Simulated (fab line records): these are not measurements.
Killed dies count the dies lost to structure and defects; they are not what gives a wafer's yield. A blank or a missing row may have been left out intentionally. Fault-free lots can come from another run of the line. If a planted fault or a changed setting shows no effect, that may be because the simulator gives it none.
A lot that was struck, set against a sound lot ; flow sfq-line ; 14 out of 325 route steps
Sound: these wafers, L701.1, L701.4, L701.5. Struck: wafer L714.5. (L714.4, L714.6 of the same lot were not struck and are left out.) The cause comes at the end.
Each step with rows lists, per side, the tool, then ch with its chambers, then its first start. Under that, the readings that differ: sound wafers ; struck wafers ; difference of the means ; sigmas: that difference in standard deviations of wafers without a fault.
alike: a reading whose means differ by less than 2 such deviations, as well as words and numbers matching on both sides. not compared: withheld readings; readings where some wafer has no value; bounds like >300 that might hide an equal value; numbers whose values overlap and for which the record gives no deviation.
Wherever a step has rows on one side only, a row that says differs or no value, or a row with sigmas, the two part there. Numbers that have no deviation but don't overlap get no sigmas and don't part them. A reading missing from all wafers of one side parts the sides only when that side holds two or more wafers.

first, 1 step without rows for these wafers: SFQ_TRILAYER_M2_STRIP_SOLV_CLEAN_062 (cleans in NMP, time 600 s).
SFQ_TRILAYER_I2_DEP_PECVD_063: deposits SiO2 from SiH4/N2O, time 111.11 s, target thk 500 nm.
  sound on pecvd-01 ch 1,2, day 29 06:21; struck on pecvd-04 ch 0, day 40 18:10
reading;sound;struck;difference;sigmas
heater-power-outer-w (W);27 29 30;13;-16;-3
heater-power-w (W);72 78 78;53;-23;-2
  alike: throttle-valve-pct
SFQ_TRILAYER_I2_CMP_CMP_064: polishes SiO2.
  sound on cmp-01 ch 0,1, day 29 06:25; struck on cmp-01 ch 0, day 41 11:23
reading;sound;struck;difference;sigmas
time-to-endpoint-s (s);216 220 215;232;+15;+2
  alike: edge-zone-pressure-frac, motor-current-A
SFQ_I2_BOW_MEAS_917:
  sound: film-metro-02 at day 29 09:25; struck: film-metro-03 at day 41 12:57
  alike: I2_BOW
SFQ_TRILAYER_I2_METRO_MEASURE_065:
  sound: film-metro-02 at day 29 09:32; struck: film-metro-03 at day 41 13:37
  alike: thk-nm
then, 6 steps without rows for these wafers: SFQ_TRILAYER_I2_VIA_LITHO_COAT_072 (resist thk 62 nm); SFQ_TRILAYER_I2_VIA_LITHO_COAT_067 (resist thk 650 nm); SFQ_TRILAYER_I2_VIA_LITHO_SOFTBAKE_071; SFQ_TRILAYER_I2_VIA_LITHO_EXPOSE_068 (exposes mask I2, target cd 500 nm); SFQ_TRILAYER_I2_VIA_LITHO_PEB_070 (peb time 60 s); SFQ_TRILAYER_I2_VIA_LITHO_DEVELOP_069 (time 60 s).
-- the record jumps here: 6 days lie between the struck wafers' starts before and after --
SFQ_I2_OVL_MEAS_918:
  sound: overlay-01 at day 36 00:09; struck: overlay-01 at day 47 03:26
  alike: I2_OVL
SFQ_TRILAYER_I2_VIA_BARC_OPEN_VIA_ETCH_096: etches BARC in O2, target depth 125 nm, time 41.7 s.
  sound on rie-diel-01 ch 1,2,3, day 36 00:11; struck on rie-diel-01 ch 2, day 47 03:27
reading;sound;struck;difference;sigmas
chamber-pressure-mTorr (mTorr);29.978 30.020 29.918;24.015;-5.957;-99 or more
oes-product-au (a.u.);0.682 0.689 0.685;0.676;-0.009;-2
  alike: drypump-motor-current-A
  not compared: rf-hours-counter-h
SFQ_TRILAYER_I2_VIA_ETCH_VIA_ETCH_070: etches SiO2 in CHF3, stops on Nb, target depth 260 nm.
  sound on rie-diel-01 ch 1,2,3, day 36 00:14; struck on rie-diel-01 ch 2, day 47 03:29
  alike: chamber-pressure-mTorr, drypump-motor-current-A, oes-product-au

## WHERE THEY PART
Last at SFQ_TRILAYER_I2_VIA_BARC_OPEN_VIA_ETCH_096 as far as this record goes, first at SFQ_TRILAYER_I2_DEP_PECVD_063. Later steps at which nothing parts them and some readings are alike: SFQ_TRILAYER_I2_VIA_ETCH_VIA_ETCH_070.

WHY: the cause the simulator had injected
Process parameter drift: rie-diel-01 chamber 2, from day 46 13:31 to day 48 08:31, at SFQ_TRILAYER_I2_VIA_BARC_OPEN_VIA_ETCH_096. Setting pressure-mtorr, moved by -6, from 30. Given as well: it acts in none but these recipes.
